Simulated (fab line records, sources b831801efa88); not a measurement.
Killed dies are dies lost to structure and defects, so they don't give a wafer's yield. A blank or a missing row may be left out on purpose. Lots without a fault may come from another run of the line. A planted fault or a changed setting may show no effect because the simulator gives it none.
Tool commonality check | flow sky130 | 12 lots, 36 wafers sampled

WHY IT WAS OPENED
At SKY_LDD_N_TW_MEAS_17 the reading LDD_N_TW is flagged on 2 of 12 lots. Wafers without a fault read 2594, standard deviation 33.
Rule: a lot is flagged when every wafer of it that has a number lies more than 4 standard deviations from that mean, or none has a number. The other lots count as sound.

lot  | measured     | on            | LDD_N_TW, wafer by wafer | flag
L340 | day 17 21:34 | film_metro-04 | 2553 2569 2574           |
L342 | day 20 05:13 | film_metro-02 | 2590 2606 2587           |
L343 | day 20 05:32 | film_metro-04 | 2529 2537 2530           |
L345 | day 20 08:47 | film_metro-02 | 2604 2592 2596           |
L344 | day 20 08:55 | film_metro-04 | 2535 2535 2550           |
L348 | day 20 23:38 | film_metro-01 | 2615 2605 2616           |
L347 | day 20 23:50 | film_metro-04 | 2532 2531 2531           |
L350 | day 21 19:14 | film_metro-02 | 2633 2628 2648           |
L359 | day 25 00:32 | film_metro-04 | 2781 2782 2790           | FLAGGED
L358 | day 25 02:13 | film_metro-02 | 2898 2872 2872           | FLAGGED
L360 | day 25 03:59 | film_metro-01 | 2594 2592 2600           |
L362 | day 25 19:47 | film_metro-04 | 2542 2536 2556           |
The numbers of the flagged lots are 2832 on average: +238 against the usual, or +7 standard deviations.

WHICH TOOL RAN EACH LOT
The record holds 2 process steps before the reading, out of a route of 708 steps. In each cell: the tool, then ch and the chambers that the sampled wafers went through, then the start.
lot  | flag    | SKY_LDD_N_IMPLANT_10            | SKY_LDD_N_STRIP_16
L340 |         | implanter-01 ch 0, day 17 20:34 | plasma_asher-04 ch 0,1, day 17 21:28
L342 |         | implanter-01 ch 0, day 20 04:14 | plasma_asher-04 ch 0,1, day 20 05:07
L343 |         | implanter-04 ch 0, day 20 04:34 | plasma_asher-01 ch 0,1, day 20 05:26
L345 |         | implanter-01 ch 0, day 20 07:49 | plasma_asher-03 ch 0,1, day 20 08:41
L344 |         | implanter-04 ch 0, day 20 07:56 | plasma_asher-04 ch 0,1, day 20 08:49
L348 |         | implanter-04 ch 0, day 20 22:40 | plasma_asher-04 ch 0,1, day 20 23:32
L347 |         | implanter-01 ch 0, day 20 22:52 | plasma_asher-01 ch 0,1, day 20 23:44
L350 |         | implanter-04 ch 0, day 21 18:16 | plasma_asher-03 ch 0,1, day 21 19:08
L359 | FLAGGED | implanter-04 ch 0, day 24 23:32 | plasma_asher-04 ch 0,1, day 25 00:26
L358 | FLAGGED | implanter-04 ch 0, day 25 01:13 | plasma_asher-03 ch 0,1, day 25 02:07
L360 |         | implanter-01 ch 0, day 25 03:00 | plasma_asher-04 ch 0,1, day 25 03:53
L362 |         | implanter-01 ch 0, day 25 18:47 | plasma_asher-03 ch 0,1, day 25 19:41
What these steps do:
- SKY_LDD_N_IMPLANT_10
- SKY_LDD_N_STRIP_16: strips in O2/N2.
- SKY_LDD_N_TW_MEAS_17

FLAGGED OVER TOTAL, TOOL BY TOOL (the gauges that took the reading come last)
step                 | tool            | lots run | flagged | share of the flagged lots | sound lots run after its first flagged lot
SKY_LDD_N_IMPLANT_10 | implanter-01    | 6        | 0       | none                      | -
SKY_LDD_N_IMPLANT_10 | implanter-04    | 6        | 2       | all                       | 0
SKY_LDD_N_STRIP_16   | plasma_asher-01 | 2        | 0       | none                      | -
SKY_LDD_N_STRIP_16   | plasma_asher-03 | 4        | 1       | some                      | 1 (L362)
SKY_LDD_N_STRIP_16   | plasma_asher-04 | 6        | 1       | some                      | 1 (L360)
SKY_LDD_N_TW_MEAS_17 | film_metro-01   | 2        | 0       | none                      | -
SKY_LDD_N_TW_MEAS_17 | film_metro-02   | 4        | 1       | some                      | 0
SKY_LDD_N_TW_MEAS_17 | film_metro-04   | 6        | 1       | some                      | 1 (L362)

WHAT THE TABLE ALLOWS
1 row of the table ran every flagged lot: implanter-04 at SKY_LDD_N_IMPLANT_10.
- implanter-04 at SKY_LDD_N_IMPLANT_10: 2 of its 6 lots flagged. Its last sound lot is L350 (day 21 18:16), its first flagged lot L359 (day 24 23:32): a fault that began between those two fits. Its own readings lie more than 4 standard deviations out on every wafer of the flagged lots: beam_on_s, dose_ions_cm2.
One tool is left: implanter-04 at SKY_LDD_N_IMPLANT_10.

WHAT THE SIMULATOR HAD PUT IN
Process parameter drift: implanter-04, from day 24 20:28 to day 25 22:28, at SKY_LDD_N_IMPLANT_10. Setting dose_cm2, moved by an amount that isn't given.
Lots struck among those shown: L359, L358. The rule above found the same.
